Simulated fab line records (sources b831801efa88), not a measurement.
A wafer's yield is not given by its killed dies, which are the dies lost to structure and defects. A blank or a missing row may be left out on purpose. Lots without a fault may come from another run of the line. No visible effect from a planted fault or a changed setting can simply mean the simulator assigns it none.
One fault through the eyes of 2 desks || flow sfq_line || each desk holds nothing but its own numbers, with what lay behind them at the end

## AT THE TOOL OWNER'S DESK: litho_track-04
The tool's own readings at SFQ_TRILAYER_M4_LITHO_PEB_096 (peb time 60 s): means of the sampled wafers that have a number, for each lot that ran on this tool. A lot is out of limits, marked OUT, if its mean lies more than 4 standard deviations from the usual mean; the brackets give that distance.
Columns: A = heater_power_total_W at SFQ_TRILAYER_M4_LITHO_PEB_096, usual 79.14 W
{"lot": "L780", "first seen here": "day 46 22:13", "A": 79.15}
{"lot": "L783", "first seen here": "day 47 15:01", "A": "81.45 (+31) OUT"}
{"lot": "L784", "first seen here": "day 47 17:28", "A": "81.40 (+30) OUT"}
{"lot": "L785", "first seen here": "day 48 06:44", "A": "81.43 (+31) OUT"}
This desk's verdict: out of limits on L783, L784, L785, starting with L783 at day 47 15:01 (heater_power_total_W at SFQ_TRILAYER_M4_LITHO_PEB_096). In limits: L780.

## FROM THE METROLOGY DESK
Lot by lot, what the gauges showed, no matter which tool ran the lot: averages of those sampled wafers that carry a number. A lot is out of limits, marked OUT, if its mean lies more than 4 standard deviations from the usual mean; the brackets give that distance.
Columns: A = M4_NB_RS at SFQ_M4_RS_MEAS_924, usual 0.892 ohm/sq; B = M4_OVL at SFQ_M4_OVL_MEAS_926, usual 3 nm
{"lot": "L771", "first seen here": "day 35 02:40", "A": 0.889, "B": 4}
{"lot": "L773", "first seen here": "day 35 14:43", "A": 0.893, "B": -6}
{"lot": "L780", "first seen here": "day 40 17:38", "A": 0.890, "B": 8}
{"lot": "L783", "first seen here": "day 41 22:37", "A": 0.891, "B": 6}
{"lot": "L784", "first seen here": "day 41 23:52", "A": 0.908, "B": -2}
{"lot": "L785", "first seen here": "day 42 08:36", "A": 0.901, "B": 3}
{"lot": "L793", "first seen here": "day 44 18:55", "A": 0.889, "B": 3}
Result from this desk: across the 7 lots, nothing is out of limits.

## BROUGHT TOGETHER
On L783, L784, L785, at day 47 15:01, an alarm was possible from the tool owner's desk.
From the metrology desk's view, nothing was out of limits.
The metrology desk holds a record of L783, L784, L785, inside its limits.
The lots listed all ran SFQ_TRILAYER_M4_LITHO_PEB_096 on litho_track-04.

## WHAT THE SIMULATOR HAD INSERTED
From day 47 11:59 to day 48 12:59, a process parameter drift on litho_track-04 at SFQ_TRILAYER_M4_LITHO_PEB_096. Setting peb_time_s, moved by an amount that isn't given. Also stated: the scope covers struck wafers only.
Shown lots that were struck: L783, L784, L785.
Hours from the fault's start to each desk's first reading out of limits: the tool owner's desk, 3.
